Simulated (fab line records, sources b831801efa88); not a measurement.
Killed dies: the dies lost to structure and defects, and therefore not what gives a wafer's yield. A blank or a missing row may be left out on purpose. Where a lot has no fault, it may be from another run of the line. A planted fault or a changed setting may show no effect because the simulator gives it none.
Chamber matching | flow gf180mcu | GF_STI_ETCH_13 on rie diel-04 has 4 sister chambers
The step etches the open film in CHF3/O2, stops on Si, target depth 282.31 nm, time 112.9 s. 8 wafers are shown with their chamber, then 7 later ones without.

## WAFERS, EACH WITH ITS CHAMBER
wafer  | chamber | drypump motor current A (A) | oes product au (a.u.)
L651.2 | 3       | 5.8                         | 0.833
L651.3 | 0       | 5.3                         | 0.827
L651.4 | 2       | 6.6                         | 0.832
L653.3 | 1       | 5.4                         | 0.833
L653.4 | 0       | 5.3                         | 0.832
L653.5 | 1       | 5.4                         | 0.823
L654.3 | 2       | 6.6                         | 0.829
L654.5 | 3       | 5.7                         | 0.830

## WAFERS WHOSE CHAMBER IS MISSING
wafer  | drypump motor current A (A) | oes product au (a.u.)
L654.6 | 5.3                         | 0.837
L656.1 | 5.4                         | 0.829
L656.2 | 5.3                         | 0.837
L656.5 | 5.4                         | 0.827
L664.3 | 5.8                         | 0.830
L664.4 | 6.6                         | 0.838
L664.5 | 5.4                         | 0.837

## CHAMBER TAKEN BY EACH
wafer  | from the rows above     | in truth
L654.6 | can't be placed: 0 or 1 | 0
L656.1 | 1                       | 1
L656.2 | can't be placed: 0 or 1 | 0
L656.5 | 1                       | 1
L664.3 | 3                       | 3
L664.4 | 2                       | 2
L664.5 | can't be placed: 1 or 0 | 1
4 of 7 placed correctly. Unplaceable from these rows: 3, with the true chamber sitting among the candidates in 3. Placed wrongly: 0.
How it was worked out, from the rows above alone: a wafer's distance from a chamber is the root of the sum, over the readings, of the square of ((its reading less the chamber's mean) divided by the reading's scatter). The wafer belongs to the nearest chamber; if the next one is less than 2 further off, it can't be placed. A chamber's mean is the mean of its shown wafers. The scatter: take each reading less its chamber's mean, square it, sum over the shown wafers, divide by the number of wafers less the number of chambers, and take the root.
